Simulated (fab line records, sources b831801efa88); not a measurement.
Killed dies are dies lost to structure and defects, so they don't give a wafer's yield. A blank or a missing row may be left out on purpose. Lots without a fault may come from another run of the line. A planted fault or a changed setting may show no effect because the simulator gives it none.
One fault seen from 2 desks | flow gf180mcu | each desk has only its own numbers; what lay behind them comes last

THE METROLOGY DESK
What the gauges read, lot by lot, whatever tool the lot ran on: means of the sampled wafers that have a number. A lot is out of limits, marked OUT, if its mean lies more than 4 standard deviations from the usual mean; the brackets give that distance.
Columns: A = HV_LDD_CVD_56_THK at GF_HV_LDD_THK_MEAS_57, usual 89.9 nm; B = V2_BOW at GF_V2_BOW_MEAS_05, usual 97 um
lot  | first seen here | A               | B
L144 | day 12 14:02    | 91.5            | 105
L146 | day 13 09:37    | 90.4            | 99
L147 | day 13 16:46    | 88.8            | 103
L150 | day 14 17:32    | 90.4            | 100
L151 | day 14 19:50    | 89.1            | 82
L152 | day 14 23:41    | 89.6            | 85
L155 | day 16 05:52    | 89.6            | 104
L158 | day 17 05:01    | 138.4 (+52) OUT | -
L159 | day 17 12:10    | 89.9            | 97
L160 | day 17 19:54    | 138.4 (+52) OUT | -
L166 | day 20 04:56    | 87.7            | 90
L167 | day 20 13:55    | 89.8            | 103
This desk's finding: out of limits on L158, L160; first on L158, day 17 05:01 (HV_LDD_CVD_56_THK at GF_HV_LDD_THK_MEAS_57). In limits: L144, L146, L147, L150, L151, L152, L155, L159, L166, L167.

THE TOOL OWNER'S DESK: lpcvd-02
The tool's own readings at GF_HV_LDD_CVD_56 (deposits Si3N4 from DCS/NH3, target thk 90 nm, time 1543 s): means of the sampled wafers that have a number, for each lot that ran on this tool. A lot is out of limits, marked OUT, if its mean lies more than 4 standard deviations from the usual mean; the brackets give that distance.
Columns: A = pressure_mtorr at GF_HV_LDD_CVD_56, usual 249.9 mTorr; B = spike_tc_bottom_C at GF_HV_LDD_CVD_56, usual 789.4 C; C = spike_tc_centre_C at GF_HV_LDD_CVD_56, usual 770.2 C; D = spike_tc_lower_C at GF_HV_LDD_CVD_56, usual 769.7 C; E = spike_tc_top_C at GF_HV_LDD_CVD_56, usual 784.5 C; F = spike_tc_upper_C at GF_HV_LDD_CVD_56, usual 769.7 C; G = zone_power_top_pct at GF_HV_LDD_CVD_56, usual 23.9 %
lot  | first seen here | A     | B                | C               | D               | E                | F               | G
L152 | day 14 22:15    | 249.5 | 788.5            | 771.0           | 769.9           | 783.2            | 768.8           | 24.9
L158 | day 17 03:35    | 250.2 | 810.0 (+9.8) OUT | 792.6 (+17) OUT | 793.3 (+21) OUT | 804.4 (+9.5) OUT | 793.5 (+22) OUT | 24.9
L160 | day 17 18:28    | 250.2 | 809.5 (+9.6) OUT | 792.2 (+17) OUT | 791.4 (+20) OUT | 804.4 (+9.5) OUT | 793.6 (+22) OUT | 24.8
L167 | day 20 12:28    | 248.8 | 788.9            | 769.9           | 769.8           | 783.3            | 770.2           | 24.8
This desk's finding: out of limits on L158, L160; first on L158, day 17 03:35 (spike_tc_bottom_C at GF_HV_LDD_CVD_56). In limits: L152, L167.

PUT TOGETHER
The tool owner's desk could have raised an alarm at day 17 03:35, on L158, L160.
The metrology desk could have raised an alarm at day 17 05:01, on L158, L160.
Of the lots named, all ran GF_HV_LDD_CVD_56 on lpcvd-02.

WHAT THE SIMULATOR HAD PUT IN
Process parameter drift: lpcvd-02, from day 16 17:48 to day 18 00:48, at GF_HV_LDD_CVD_56. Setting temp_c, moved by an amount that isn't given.
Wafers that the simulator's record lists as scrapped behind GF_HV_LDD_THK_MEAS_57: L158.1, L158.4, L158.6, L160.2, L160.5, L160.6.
Lots struck among those shown: L158, L160.
Hours from the fault's start to each desk's first reading out of limits: the tool owner's desk, 10; the metrology desk, 11.
